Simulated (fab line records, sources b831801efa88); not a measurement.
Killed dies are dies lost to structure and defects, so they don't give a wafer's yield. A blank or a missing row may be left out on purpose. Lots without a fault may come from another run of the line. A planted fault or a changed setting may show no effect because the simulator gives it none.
One fault seen from 2 desks | flow sky130 | each desk has only its own numbers; what lay behind them comes last

THE TOOL OWNER'S DESK: iline_stepper-02
The tool's own readings at SKY_VT_ADJUST_HVTR_EXPOSE_04 (exposes mask HVTRM, target cd 380 nm): means of the sampled wafers that have a number, for each lot that ran on this tool. A lot is out of limits, marked OUT, if its mean lies more than 4 standard deviations from the usual mean; the brackets give that distance.
Columns: A = exposure_dose_mJ_cm2 at SKY_VT_ADJUST_HVTR_EXPOSE_04, usual 149.91
lot  | first seen here | A
L961 | day 8 23:37     | 149.84
L962 | day 9 08:49     | 149.90
L965 | day 10 04:47    | 150.11
L967 | day 10 19:05    | 149.99
L969 | day 11 11:26    | 150.20
L973 | day 12 12:58    | 149.78
L974 | day 12 22:17    | 149.68
L982 | day 15 09:18    | 150.62 (+4.8) OUT
This desk's finding: out of limits on L982; first on L982, day 15 09:18 (exposure_dose_mJ_cm2 at SKY_VT_ADJUST_HVTR_EXPOSE_04). In limits: L961, L962, L965, L967, L969, L973, L974.

THE METROLOGY DESK
What the gauges read, lot by lot, whatever tool the lot ran on: means of the sampled wafers that have a number. A lot is out of limits, marked OUT, if its mean lies more than 4 standard deviations from the usual mean; the brackets give that distance.
Columns: A = VT_ADJUST_LVTN_01_OVL at SKY_VT_ADJUST_LVTN_OVL_MEAS_18, usual -0.6 nm; B = cd_nm at SKY_SONOS_ONO_CD_MEAS_13, usual 410.2 nm; C = LDD_N_OVL at SKY_LDD_N_OVL_MEAS_07, usual -0.2 nm
lot  | first seen here | A    | B     | C
L961 | day 7 17:58     | -0.5 | 413.8 | 0.7
L962 | day 8 01:23     | 0.5  | 410.1 | 1.5
L964 | day 8 14:44     | -1.6 | 411.9 | -1.3
L965 | day 8 19:44     | -2.0 | 412.3 | -0.7
L967 | day 9 09:25     | -0.1 | 410.3 | 1.4
L969 | day 10 00:11    | -0.9 | 409.4 | 0.0
L971 | day 10 11:49    | -2.1 | 409.0 | -0.1
L973 | day 10 23:52    | 0.8  | 412.0 | 0.5
L974 | day 11 09:17    | -0.8 | 409.3 | -1.2
L976 | day 11 20:22    | -2.1 | 410.0 | -0.3
L982 | day 13 16:49    | -0.0 | 410.0 | -2.8
L983 | day 14 00:18    | 0.2  | 410.7 | -0.5
L984 | day 14 04:22    | -2.0 | 410.0 | 0.3
This desk's finding: nothing out of limits on any of the 13 lots.

PUT TOGETHER
The tool owner's desk could have raised an alarm at day 15 09:18, on L982.
The metrology desk saw nothing out of limits.
The metrology desk has L982 on record, within its limits.
Of the lots named, all ran SKY_VT_ADJUST_HVTR_EXPOSE_04 on iline_stepper-02.

WHAT THE SIMULATOR HAD PUT IN
Process parameter drift: iline_stepper-02, from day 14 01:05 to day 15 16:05, at SKY_VT_ADJUST_HVTR_EXPOSE_04. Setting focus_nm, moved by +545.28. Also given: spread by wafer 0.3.
Lots struck among those shown: L982.
Hours from the fault's start to each desk's first reading out of limits: the tool owner's desk, 32.
